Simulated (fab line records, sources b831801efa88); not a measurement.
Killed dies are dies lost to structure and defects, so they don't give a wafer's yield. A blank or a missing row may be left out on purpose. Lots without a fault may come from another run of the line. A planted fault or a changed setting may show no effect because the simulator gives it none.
A struck lot beside a sound one | flow sky130 | 14 steps out of a route of 708
Sound: wafers L436.4, L436.5, L436.6. Struck: wafers L441.1, L441.2, L441.5. The cause comes at the end.
At each step with rows: each side's tool, then ch and its chambers, then its first start. Under that, the readings that differ: sound wafers | struck wafers | difference of the means | sigmas: that difference in standard deviations of wafers without a fault.
alike: readings whose means differ by less than 2 such deviations, and words and numbers that are the same on both sides. not compared: withheld readings, readings that some wafer has no value for, bounds like >300 that may hide the same value, and numbers for which the record gives no deviation and whose values overlap.
The two part at a step that has a row with sigmas, a row that says differs or no value, or rows on one side only. Numbers that don't overlap but have no deviation are shown without sigmas and don't part them. A reading that every wafer of one side lacks parts them only if that side has two wafers or more.

first, 5 steps without rows for these wafers: SKY_SD_N_COAT_02 (resist thk 1140 nm); SKY_SD_N_SOFTBAKE_03 (time 60 s); SKY_SD_N_EXPOSE_04 (exposes mask NSDM, target cd 380 nm); SKY_SD_N_PEB_05; SKY_SD_N_DEVELOP_06 (develop time 60 s).
SKY_SD_N_CD_MEAS_07: target cd 380 nm.
  sound on cd_sem-02, day 28 20:46; struck on cd_sem-01, day 30 13:45
  alike: cd_nm
SKY_SD_N_OVL_MEAS_08:
  sound on overlay-02, day 28 20:50; struck on overlay-02, day 30 13:52
  alike: SD_N_OVL
then, 2 steps without rows for these wafers: SKY_SD_N_IMPLANT_09; SKY_SD_N_IMPLANT_10.
SKY_SD_N_STRIP_11: strips in O2/N2.
  sound on plasma_asher-02 ch 0,1, day 28 21:11; struck on plasma_asher-02 ch 0,1, day 30 14:12
  alike: drypump_motor_current_A, oes_product_au, strip_time_to_endpoint_s
  not compared: rf_hours_counter_h
SKY_SD_N_TW_MEAS_12:
  sound on film_metro-02, day 28 21:17; struck on film_metro-04, day 30 14:18
  alike: SD_N_TW
then, 1 step without rows for these wafers: SKY_SD_N_CLEAN_13 (cleans in SC1/SC2, time 150 s).
SKY_SD_N_RTA_14: time 2 s.
  sound on rtp_anneal-01 ch 0, day 28 21:24; struck on rtp_anneal-02 ch 0, day 30 14:38
  alike: lamp_power_pct, wafer_temp_C_max
-- the record jumps here: 17 days lie between the struck wafers' starts before and after (it left off in module SD_N and takes up again in module PAD_OPEN, whose first step shown is number 708 of the route) --
SKY_PAD_OPEN_PROBE_99:
  sound on prober-01, day 46 16:45; struck on prober-02, day 48 01:40
  reading                              | sound             | struck            | difference | sigmas
  model.etest.res_xhigh_po.line_ohm_um | 6085 6205 5927    | 4290 4298 4443    | -1729      |
  model.etest.res_xhigh_po.rs_ohm_sq   | 2087 2132 2076    | 1507 1483 1550    | -585       |
  model.etest.pfet_01v8.r_on_ohm_um    | 2948 2899 2869    | 2522 2515 2516    | -388       |
  model.etest.res_pdiff.line_ohm_um    | 1308 1308 1287    | 1129 1155 1162    | -152       |
  model.etest.res_high_po.line_ohm_um  | 780.3 772.7 773.4 | 628.1 641.1 645.3 | -137.3     |
  model.etest.licon_high_po.rc_ohm     | 371.4 370.6 362.6 | 268.2 263.7 270.1 | -100.9     |
  model.etest.res_ndiff.line_ohm_um    | 735.9 724.3 721.2 | 669.8 693.9 697.1 | -40.2      |
  alike: killed_at_M0_to_M3, killed_at_M4_up, killed_at_contacts, killed_at_front_end, killed_at_other, killed_dies, killed_open, killed_short
  not compared: model.etest.pfet_g5v0d10v5.r_on_ohm_um

WHERE THEY PART
Nowhere in this record.

WHY: what the simulator had put in
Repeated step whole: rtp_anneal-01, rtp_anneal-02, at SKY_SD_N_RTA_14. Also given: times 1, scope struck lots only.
